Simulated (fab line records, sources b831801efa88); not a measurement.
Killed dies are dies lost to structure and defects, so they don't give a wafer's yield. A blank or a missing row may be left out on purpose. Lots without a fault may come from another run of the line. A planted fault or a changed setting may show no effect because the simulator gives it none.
Problem report in the 8D (eight disciplines) form, filled by code | flow gf180mcu | the parts of the form that need people (team, actions taken, sign-off) are left out

1. THE PROBLEM
NSD_RS at GF_PSD_RS_MEAS_14 reads a mean of 44.88 ohm/sq on 6 wafers of 2 lots; wafers without a fault read 46.15 ohm/sq with a standard deviation of 0.08. That is -16 standard deviations from the usual mean.
The step: measures by four-point-probe.
First seen on wafer L943.4, day 16 16:29, on film_metro-01. The record holds 36 wafers of 12 lots with a number at this step. Rule for "out", or "out of limits": more than 4 standard deviations from the usual mean. The other wafers with a number count as sound.

2. WHAT IT IS AND WHAT IT IS NOT
question                    | is                     | is not
which readings at this step | NSD_RS                 | -
which lots                  | L943, L945             | L936, L949, L950, L953, L954, L955, L956, L957, L958, L959
which wafers of those lots  | all that have a number | -
read on which gauges        | film_metro-01          | film_metro-02, film_metro-03
when                        | from day 16 16:29      | up to then (3 sound wafers); but 27 sound wafers of L949, L950, L953, L954, L955, L956, L957, L958, L959 came after

3. SUSPECTS, AND WHAT RULES EACH OUT
Counting: a tool at a process step up to the reading stays a suspect if it ran every lot that is out and no sound lot after the first of them.
- the gauge at GF_PSD_RS_MEAS_14: ruled out. All the wafers that are out were read on film_metro-01, but those of them that GF_PSD_RTA_13 has rows for are out there too, on other tools.
- rtp_anneal-02 at GF_PSD_RTA_13 (time 20 s): ruled out as a lasting fault. Sound lots L955, L956, L957, L959 ran on it after its first lot that is out, L943 (day 16 16:23).
Left after counting: nothing in the record.

4. THE CAUSE (what the simulator had put in)
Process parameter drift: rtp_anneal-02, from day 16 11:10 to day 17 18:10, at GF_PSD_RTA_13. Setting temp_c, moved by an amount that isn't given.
Counting ruled it out, wrongly: the rule takes a fault to strike every lot that its tool runs from its start on, and this one did not.

5. THE CHAIN OF EFFECTS, in route order
Each row: a reading whose mean over the struck wafers that have a number lies more than 3 standard deviations from the usual. Only readings for which the record gives a usual standard deviation are gone through. hours: the time from each lot's start at the first step in this table that gives one to its start at this step, as a median over the lots. sigmas: the change in usual standard deviations.
hours | step              | reading          | usual         | on struck wafers | change | sigmas
0     | GF_PSD_RTA_13     | wafer_temp_C_max | 1029.8        | 1038.6           | +8.8   | +7.3
0     | GF_PSD_RS_MEAS_14 | NSD_RS           | 46.15 ohm/sq  | 44.88            | -1.27  | -16
0     | GF_PSD_RS_MEAS_15 | PSD_RS           | 108.61 ohm/sq | 104.20           | -4.41  | -16
The process steps in it:
- GF_PSD_RTA_13: time 20 s.
Later measuring or inspecting steps at which every struck wafer that the step has a row for has a number for every such reading, and none has moved that far: GF_V3_CD_MEAS_14, GF_V4_THK_MEAS_25.

6. WHAT WOULD HAVE CAUGHT IT SOONER
In this record the first reading out of limits at a measuring or inspecting step was taken at day 16 16:29, 5 hours after the fault began at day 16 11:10.
The tool's own readings at GF_PSD_RTA_13 were out on every struck wafer that the step has a row for (wafer_temp_C_max): an alarm limit on them would have fired on the first of those.
